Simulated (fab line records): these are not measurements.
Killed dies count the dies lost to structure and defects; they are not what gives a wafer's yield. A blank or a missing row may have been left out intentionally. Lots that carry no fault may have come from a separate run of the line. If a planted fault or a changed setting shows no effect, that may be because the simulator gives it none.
Code-filled problem report in 8D (eight disciplines) form | flow gf180mcu | the parts of the form that need people (team, actions taken, sign-off) are left out

## 1. WHAT IS WRONG
Wafers free of any fault read 1359 (standard deviation 9.8) for DNWELL_TW at GF_DNWELL_TW_MEAS_09, against a mean of 1543 on 6 wafers of 2 lots. Measured from the usual mean, that is +19 standard deviations.
Earliest sighting: wafer L135.1 on film metro-04 at day 5 04:45. The record has a number at this step for 39 wafers belonging to 13 lots. By rule, "out" or "out of limits" means more than 4 standard deviations away from the usual mean. All remaining wafers that have a number are taken as sound.

## 2. WHAT THIS IS AND IS NOT
question                    | is                     | is not
which readings at this step | DNWELL_TW              | -
which lots                  | L135, L136             | L124, L127, L128, L129, L130, L134, L142, L143, L144, L146, L147
which wafers of those lots  | all that have a number | -
read on which gauges        | film metro-04          | film metro-01, film metro-03
when                        | from day 5 04:45       | up to then (18 sound wafers); but 15 sound wafers of L142, L143, L144, L146, L147 came after

## 3. THE SUSPECTS, EACH WITH WHAT RULES IT OUT
Counting: a tool stays on the suspect list if, at a process step up to the reading, it processed all lots that are out and no sound lot following the first of them.
- the gauge at GF_DNWELL_TW_MEAS_09 is ruled out. All the wafers that are out were read on film metro-04, but those of them that GF_DNWELL_IMPLANT_07 has rows for are out there too, on other tools.
- implanter-02 at GF_DNWELL_IMPLANT_07: kept. It ran every lot that is out, first L135 (day 5 04:30), and no sound lot after that; its last sound lot up to then is L134 (day 5 00:14). Its own dose ions cm2, faraday current uA readings are out on those wafers.
Left after counting: implanter-02 at GF_DNWELL_IMPLANT_07.

## 4. THE CAUSE (what the simulator had put in)
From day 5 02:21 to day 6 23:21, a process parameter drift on implanter-02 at GF_DNWELL_IMPLANT_07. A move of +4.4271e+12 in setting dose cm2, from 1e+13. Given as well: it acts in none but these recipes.
This tool alone remained once counting was done.

## 5. THE CHAIN OF EFFECTS, in route order
Each row: a reading where the mean over the struck wafers with a number is more than 3 standard deviations away from the usual. Scope: only readings with a usual standard deviation given in the record; hours: median across lots of the time from each lot's start at the first step in this table that gives one to its start at this step; sigmas: change in usual standard deviations.
hours | step                 | reading            | usual | on struck wafers | change | sigmas
0     | GF_DNWELL_IMPLANT_07 | dose ions cm2      | 1e+13 | 1e+13            | +4e+12 | +99 or more
0     | GF_DNWELL_IMPLANT_07 | faraday current uA | 56.3  | 81.0             | +24.7  | +22
0     | GF_DNWELL_TW_MEAS_09 | DNWELL_TW          | 1359  | 1543             | +184   | +19
Process steps it contains:
- GF_DNWELL_IMPLANT_07
Later steps that measure or inspect, where all struck wafers having a row at the step show a number for every such reading and not one has moved that far: GF_V3_RS_MEAS_24.

## 6. WHAT WOULD HAVE CAUGHT IT SOONER
In this record the first reading out of limits at a measuring or inspecting step was taken at day 5 04:45, 2 hours after the fault began at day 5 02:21.
The tool's own readings at GF_DNWELL_IMPLANT_07 were out on every struck wafer that the step has a row for (dose ions cm2, faraday current uA): an alarm limit on them would have fired on the first of those.
Among the 2 lots that are out, L136 began GF_DNWELL_IMPLANT_07 on implanter-02 after day 5 04:45. Holding the tool at that time would have saved it.
